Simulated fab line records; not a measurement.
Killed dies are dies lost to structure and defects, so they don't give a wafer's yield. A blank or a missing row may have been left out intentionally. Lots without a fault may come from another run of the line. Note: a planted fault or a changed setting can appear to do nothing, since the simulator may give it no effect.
A lot that was struck, set against a sound lot | flow sky130 | 16 out of 708 route steps
Sound: these wafers, L852.1, L852.4, L852.5. Struck: wafers L846.1, L846.6. (L846.4 of the same lot was not struck and is left out.) The cause comes at the end.
At each step with rows: each side's tool, then ch and its chambers, then its first start. Under that, the readings that differ: sound wafers | struck wafers | difference of the means | sigmas: that difference in standard deviations of wafers without a fault.
alike: a reading whose means differ by less than 2 such deviations, as well as words and numbers matching on both sides. not compared: withheld readings; readings where some wafer has no value; bounds like >300 that might hide an equal value; numbers whose values overlap and for which the record gives no deviation.
A row with sigmas, a row that says differs or no value, or rows on one side alone: a step with any of these is where the two part. Non-overlapping numbers with no deviation appear without sigmas and do not part them. A reading missing from all wafers of one side parts the sides only when that side holds two or more wafers.

first, 7 steps without rows for these wafers: SKY_METAL3_HMDS_06 (prime time 60 s); SKY_METAL3_COAT_07 (resist thk 60 nm); SKY_METAL3_COAT_08 (resist thk 1140 nm); SKY_METAL3_SOFTBAKE_09 (time 90 s); SKY_METAL3_EXPOSE_10 (exposes mask MM3, target cd 300 nm); SKY_METAL3_PEB_11; SKY_METAL3_DEVELOP_12 (develop time 60 s).
SKY_METAL3_CD_MEAS_13 targets a cd of 300 nm.
  sound: cdSem-02 at day 44 09:01; struck: cdSem-02 at day 43 04:50
  alike: cdNm
SKY_METAL3_OVL_MEAS_14:
  sound: overlay-02 at day 44 09:08; struck: overlay-02 at day 43 04:58
  alike: METAL3_OVL
SKY_METAL3_DESCUM_15: chemistry O2, time 8 s.
  sound on rieMetal-04 ch 0,1, day 44 09:11; struck on rieMetal-02 ch 1, day 43 04:59
  alike: drypumpMotorCurrentA, oesProductAu
  not compared: rfHoursCounterH
SKY_METAL3_ETCH_16: etches BARC in N2/H2, stops on SiO2, time 88.2 s, target depth 60 nm.
  sound on rieMetal-04 ch 0,1, day 44 09:13; struck on rieMetal-02 ch 1, day 43 05:02
  alike: drypumpMotorCurrentA, n2FlowSccm, oesProductAu, runLengthS, throttleValvePct
  not compared: rfHoursCounterH
SKY_METAL3_ETCH_17: etches SiO2 in C4F8/O2/Ar, stops on TiN, time 3.9 s, target depth 15 nm.
  sound on rieDiel-01 ch 0,1,2, day 44 09:19; struck on rieDiel-02 ch 1,2, day 43 05:07
  alike: oesProductAu
  not compared: rfHoursCounterH
SKY_METAL3_METAL_ETCH_18: etches the open film in Cl2/BCl3, stops on SiO2, target depth 845 nm, time 183.1 s.
  sound on rieMetal-03 ch 0,1, day 44 09:20; struck on rieMetal-04 ch 0,1, day 43 05:08
reading                                      | sound             | struck      | difference | sigmas
oesProductAu (a.u.)                          | 0.875 0.868 0.869 | 0.976 0.975 | +0.105     | +17
runLengthS (s)                               | 211.8 210.6 211.8 | 192.1 191.5 | -19.6      | -26
model.KrF-thick_of_METAL3_COAT_08.thkNm (nm) | 521.9 526.2 530.5 | 580.3 585.3 | +56.6      | 
model.METAL3.cdNm (nm)                       | 302.7 299 303.7   | 304.5 304.2 | +2.6       | 
model.SiO2_of_VIA2_HDPCVD_00.thkNm (nm)      | 463.6 462.6 464.1 | 468 467.3   | +4         | 
  alike: drypumpMotorCurrentA, throttleValvePct
  not compared: rfHoursCounterH
SKY_METAL3_STRIP_19: strips in O2/N2.
  sound on plasmaAsher-03 ch 0,1, day 44 09:31; struck on plasmaAsher-02 ch 0, day 43 05:19
reading                  | sound             | struck      | difference | sigmas
oesProductAu (a.u.)      | 0.505 0.508 0.509 | 0.528 0.532 | +0.023     | +4
stripTimeToEndpointS (s) | 6.49 6.53 6.56    | 7.06 7.12   | +0.56      | +10
  alike: drypumpMotorCurrentA, n2FlowSccm
  not compared: rfHoursCounterH
then, 1 step without rows for these wafers: SKY_METAL3_STRIP_20 (strips in post etch residue remover, time 1200 s).
-- the record jumps here: 6 days lie between the struck wafers' starts before and after (it left off in module METAL3 and takes up again in module PAD_OPEN, whose first step shown is number 708 of the route) --
SKY_PAD_OPEN_PROBE_99:
  sound: prober-01 at day 50 08:50; struck: prober-01 at day 49 10:59
reading                       | sound           | struck    | difference | sigmas
model.etest.met3.widthNm (nm) | 301 301.6 304.2 | 305.8 307 | +4.1       | 
  alike: defectLimitedYield, killed_at_M0_to_M3, killed_at_M4_up, killedAtContacts, killedAtFrontEnd, killedAtOther, killedDies, killedOpen, killedShort, sort_bin_3_pad_short, sort_bin_5_function, sort_bin_6_memory, sortNPass, sortYieldPct

## WHERE THEY PART
First at SKY_METAL3_METAL_ETCH_18; last, within this record, at SKY_METAL3_STRIP_19. Later steps at which nothing parts them and some readings are alike: SKY_PAD_OPEN_PROBE_99.

WHY: the cause the simulator had injected
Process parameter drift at SKY_METAL3_METAL_ETCH_18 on rieMetal-04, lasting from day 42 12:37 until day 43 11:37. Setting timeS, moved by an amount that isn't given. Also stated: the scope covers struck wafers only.
